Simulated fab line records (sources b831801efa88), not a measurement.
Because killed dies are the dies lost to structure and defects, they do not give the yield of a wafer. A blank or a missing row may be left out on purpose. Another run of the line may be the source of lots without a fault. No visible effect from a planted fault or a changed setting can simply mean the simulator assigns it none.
Chamber matching	flow gf180mcu	4 sister chambers for GF_STI_ETCH_14 on rie_si-01
The step etches Si in HBr/Cl2/O2, target depth 360 nm, time 102.9 s. 14 wafers are shown with their chamber, then 7 later ones without.

## WAFERS WITH THEIR CHAMBER
wafer	chamber	drypump_motor_current_A (A)	oes_product_au (a.u.)	throttle_valve_pct (%)
L822.4	3	5.9	0.999	25.647
L822.5	0	4.9	0.997	25.653
L822.6	1	5.6	0.986	25.676
L823.1	1	5.6	0.983	25.658
L823.4	0	4.9	1.006	25.666
L823.5	1	5.6	0.990	25.664
L824.3	0	4.9	1.004	25.657
L824.4	0	4.9	0.999	25.664
L824.5	3	5.9	0.986	25.667
L825.1	3	5.8	0.993	25.659
L825.4	3	5.9	0.996	25.675
L825.5	1	5.6	0.982	25.660
L839.1	2	5.2	1.009	25.664
L839.2	0	4.9	0.997	25.665

SIGNATURES (means of the wafers above)
reading	chamber 0	chamber 1	chamber 2	chamber 3	scatter within a chamber
drypump_motor_current_A	4.900	5.600	5.200	5.875	0.0274
oes_product_au	1.00060	0.98525	1.00900	0.99350	0.00448
throttle_valve_pct	25.66100	25.66450	25.66400	25.66200	0.00868
Rule: distance of a wafer from a chamber = root of the sum over the readings of ((wafer's reading minus chamber's mean) / reading's scatter) squared. The wafer belongs to the nearest chamber; if the next one is less than 2 further off, it can't be placed. The scatter: the root of (the sum of the squares of (reading less its chamber's mean) over the shown wafers, divided by (wafers less chambers)).

## WAFERS WITH NO CHAMBER GIVEN
wafer	drypump_motor_current_A (A)	oes_product_au (a.u.)	throttle_valve_pct (%)
L839.6	5.9	0.995	25.650
L843.2	5.6	0.995	25.667
L843.3	5.3	1.007	25.652
L843.6	5.8	1.004	25.662
L845.1	5.9	1.010	25.656
L845.4	5.2	1.012	25.660
L845.5	5.6	0.997	25.648

## WHICH CHAMBER EACH WENT THROUGH
wafer	from the rows above	in truth
L839.6	3	3
L843.2	1	1
L843.3	2	2
L843.6	3	3
L845.1	3	3
L845.4	2	2
L845.5	1	1
Correct placement for 7 of the 7. Can't be placed from these rows: 0. Number placed wrongly: 0.
